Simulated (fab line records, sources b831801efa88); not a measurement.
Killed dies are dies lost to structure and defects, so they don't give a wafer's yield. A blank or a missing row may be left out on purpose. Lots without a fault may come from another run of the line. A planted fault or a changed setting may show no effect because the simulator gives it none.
Tool commonality check | flow gf180mcu | 12 lots, 36 wafers sampled

WHY IT WAS OPENED
At GF_HV_LDD_TW_MEAS_11 the reading HV_LDD_TW is flagged on 3 of 12 lots. Wafers without a fault read 2383, standard deviation 22.
Rule: a lot is flagged when every wafer of it that has a number lies more than 4 standard deviations from that mean, or none has a number. The other lots count as sound.

lot  | measured     | on            | HV_LDD_TW, wafer by wafer | flag
L880 | day 10 18:51 | film_metro-03 | 2359 2343 2352            |
L882 | day 11 09:13 | film_metro-01 | 1822 1807 1820            | FLAGGED
L883 | day 11 17:26 | film_metro-04 | 1817 1810 1823            | FLAGGED
L884 | day 11 20:58 | film_metro-01 | 1800 1809 1814            | FLAGGED
L885 | day 12 00:58 | film_metro-03 | 2359 2357 2359            |
L892 | day 14 07:24 | film_metro-01 | 2385 2394 2398            |
L893 | day 14 13:17 | film_metro-04 | 2412 2434 2413            |
L894 | day 14 20:28 | film_metro-03 | 2344 2349 2351            |
L897 | day 15 23:44 | film_metro-04 | 2399 2415 2398            |
L898 | day 16 03:37 | film_metro-04 | 2405 2428 2414            |
L900 | day 16 17:32 | film_metro-01 | 2396 2390 2390            |
L901 | day 17 02:44 | film_metro-03 | 2363 2349 2333            |
The numbers of the flagged lots are 1814 on average: -569 against the usual, or -26 standard deviations.

WHICH TOOL RAN EACH LOT
The record holds 1 process step before the reading, out of a route of 602 steps. In each cell: the tool, then ch and the chambers that the sampled wafers went through, then the start.
lot  | flag    | GF_HV_LDD_IMPLANT_09
L880 |         | implanter-02 ch 0, day 10 18:36
L882 | FLAGGED | implanter-04 ch 0, day 11 08:56
L883 | FLAGGED | implanter-04 ch 0, day 11 17:13
L884 | FLAGGED | implanter-04 ch 0, day 11 20:44
L885 |         | implanter-01 ch 0, day 12 00:44
L892 |         | implanter-01 ch 0, day 14 07:11
L893 |         | implanter-04 ch 0, day 14 13:03
L894 |         | implanter-02 ch 0, day 14 20:13
L897 |         | implanter-01 ch 0, day 15 23:29
L898 |         | implanter-04 ch 0, day 16 03:25
L900 |         | implanter-04 ch 0, day 16 17:17
L901 |         | implanter-04 ch 0, day 17 02:29
What these steps do:
- GF_HV_LDD_IMPLANT_09
- GF_HV_LDD_TW_MEAS_11

FLAGGED OVER TOTAL, TOOL BY TOOL (the gauges that took the reading come last)
step                 | tool          | lots run | flagged | share of the flagged lots | sound lots run after its first flagged lot
GF_HV_LDD_IMPLANT_09 | implanter-01  | 3        | 0       | none                      | -
GF_HV_LDD_IMPLANT_09 | implanter-02  | 2        | 0       | none                      | -
GF_HV_LDD_IMPLANT_09 | implanter-04  | 7        | 3       | all                       | 4 (L893,L898,L900,L901)
GF_HV_LDD_TW_MEAS_11 | film_metro-01 | 4        | 2       | some                      | 2 (L892,L900)
GF_HV_LDD_TW_MEAS_11 | film_metro-03 | 4        | 0       | none                      | -
GF_HV_LDD_TW_MEAS_11 | film_metro-04 | 4        | 1       | some                      | 3 (L893,L897,L898)

WHAT THE TABLE ALLOWS
1 row of the table ran every flagged lot: implanter-04 at GF_HV_LDD_IMPLANT_09.
- implanter-04 at GF_HV_LDD_IMPLANT_09: 3 of its 7 lots flagged. Sound lots ran on it after the first flagged one (L893, L898, L900, L901), which a lasting fault on the whole tool wouldn't allow. Its own readings lie more than 4 standard deviations out on every wafer of the flagged lots: dose_ions_cm2, faraday_current_uA.
No row of the table ran every flagged lot and no sound lot after the first.

WHAT THE SIMULATOR HAD PUT IN
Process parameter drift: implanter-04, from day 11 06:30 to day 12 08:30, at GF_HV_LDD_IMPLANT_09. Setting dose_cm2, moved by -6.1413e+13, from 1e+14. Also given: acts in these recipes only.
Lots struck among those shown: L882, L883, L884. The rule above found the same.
